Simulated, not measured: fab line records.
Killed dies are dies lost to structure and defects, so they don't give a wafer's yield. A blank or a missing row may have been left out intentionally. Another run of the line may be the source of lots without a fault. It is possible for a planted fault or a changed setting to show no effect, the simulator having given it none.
Problem report, 8D (eight disciplines) form, completed by code || flow sky130 || the parts of the form that need people (team, actions taken, sign-off) are left out

1. WHAT WENT WRONG
Wafers free of any fault read 2.60 nm (standard deviation 0.055) for SONOS_ONO_OXIDATION_THK at SKY_SONOS_ONO_THK_MEAS_01, against a mean of 3.04 nm on 6 wafers of 2 lots. Relative to the usual mean, that is a shift of +7.9 standard deviations.
Earliest sighting: wafer L950.3 on film metro-03 at day 16 20:02. Wafers with a number at this step in the record: 36, from 12 lots. Rule for "out" (also "out of limits"): further than 4 standard deviations from the usual mean. The rest of the wafers with a number are treated as sound.

2. WHAT IT IS, WHAT IT ISN'T
{"question": "which readings at this step", "is": "SONOS_ONO_OXIDATION_THK", "is not": "-"}
{"question": "which lots", "is": "L950, L953", "is not": "L937, L939, L940, L941, L942, L943, L945, L954, L957, L958"}
{"question": "which wafers of those lots", "is": "all that have a number", "is not": "-"}
{"question": "read on which gauges", "is": "film metro-01, film metro-03", "is not": "film metro-02"}
{"question": "when", "is": "from day 16 20:02", "is not": "up to then (21 sound wafers); but 9 sound wafers of L954, L957, L958 came after"}

3. THE SUSPECTS, EACH WITH WHAT RULES IT OUT
Counting: a tool stays on the suspect list if, at a process step up to the reading, it processed all lots that are out and no sound lot following the first of them.
- ruled out: the gauge at SKY_SONOS_ONO_THK_MEAS_01. 2 gauges (film metro-01, film metro-03) read the wafers that are out.
- furnace-02 at SKY_SONOS_ONO_OXIDATION_00 (stabilise 600 s, purge 300 s, target thk 2.6 nm): kept. It processed each lot that is out, first L950 at day 16 18:40, and no sound lot thereafter; up to then, the last sound lot it processed was L942 at day 12 22:59. Its own readings are out on those wafers: spike tc bottom C, spike tc centre C, spike tc upper C, tube center temp C, tube_center_temp_C_max.
Remaining after the count: furnace-02 at SKY_SONOS_ONO_OXIDATION_00.

4. THE CAUSE (what the simulator had put in)
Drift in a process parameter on furnace-02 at SKY_SONOS_ONO_OXIDATION_00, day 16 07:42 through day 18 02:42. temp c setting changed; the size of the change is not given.
The count eliminated every tool but this one.

5. SEQUENCE OF EFFECTS, ordered by route
Each row: a reading where the mean over the struck wafers with a number is more than 3 standard deviations away from the usual. Readings are gone through only where the record gives a usual standard deviation; hours: the median, over the lots, of the time from a lot's start at the first step in this table giving one to that lot's start at this step; sigmas: the change measured in usual standard deviations.
{"hours": 0, "step": "SKY_SONOS_ONO_OXIDATION_00", "reading": "spike tc bottom C", "usual": "814.7 C", "on struck wafers": 823.4, "change": "+8.7", "sigmas": "+7.9"}
{"hours": 0, "step": "SKY_SONOS_ONO_OXIDATION_00", "reading": "spike tc centre C", "usual": "800.5 C", "on struck wafers": 810.6, "change": "+10.1", "sigmas": "+7.2"}
{"hours": 0, "step": "SKY_SONOS_ONO_OXIDATION_00", "reading": "spike tc lower C", "usual": "800.5 C", "on struck wafers": 808.2, "change": "+7.7", "sigmas": "+5.5"}
{"hours": 0, "step": "SKY_SONOS_ONO_OXIDATION_00", "reading": "spike tc upper C", "usual": "801.1 C", "on struck wafers": 808.3, "change": "+7.2", "sigmas": "+4.5"}
{"hours": 0, "step": "SKY_SONOS_ONO_OXIDATION_00", "reading": "tube center temp C", "usual": "800 C", "on struck wafers": 809, "change": "+9", "sigmas": "+99 or more"}
{"hours": 0, "step": "SKY_SONOS_ONO_OXIDATION_00", "reading": "tube_center_temp_C_max", "usual": 802.1, "on struck wafers": 810.7, "change": "+8.6", "sigmas": "+25"}
{"hours": 1, "step": "SKY_SONOS_ONO_THK_MEAS_01", "reading": "SONOS_ONO_OXIDATION_THK", "usual": "2.60 nm", "on struck wafers": 3.04, "change": "+0.44", "sigmas": "+7.9"}
It contains these process steps:
- SKY_SONOS_ONO_OXIDATION_00: stabilise 600 s, purge 300 s, target thk 2.6 nm.

6. HOW IT WOULD HAVE BEEN CAUGHT EARLIER
Counted from the fault's start at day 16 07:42, it took 12 hours until the first out-of-limits reading at a measuring or inspecting step in this record, taken at day 16 20:02.
Tool's own readings at SKY_SONOS_ONO_OXIDATION_00, spike tc bottom C, spike tc centre C, spike tc upper C, tube center temp C, tube_center_temp_C_max: out on all struck wafers the step has rows for; an alarm limit on them would have tripped on the first.
Among the 2 lots that are out, L953 began SKY_SONOS_ONO_OXIDATION_00 on furnace-02 after day 16 20:02. A tool hold placed at that time would have kept it from harm.
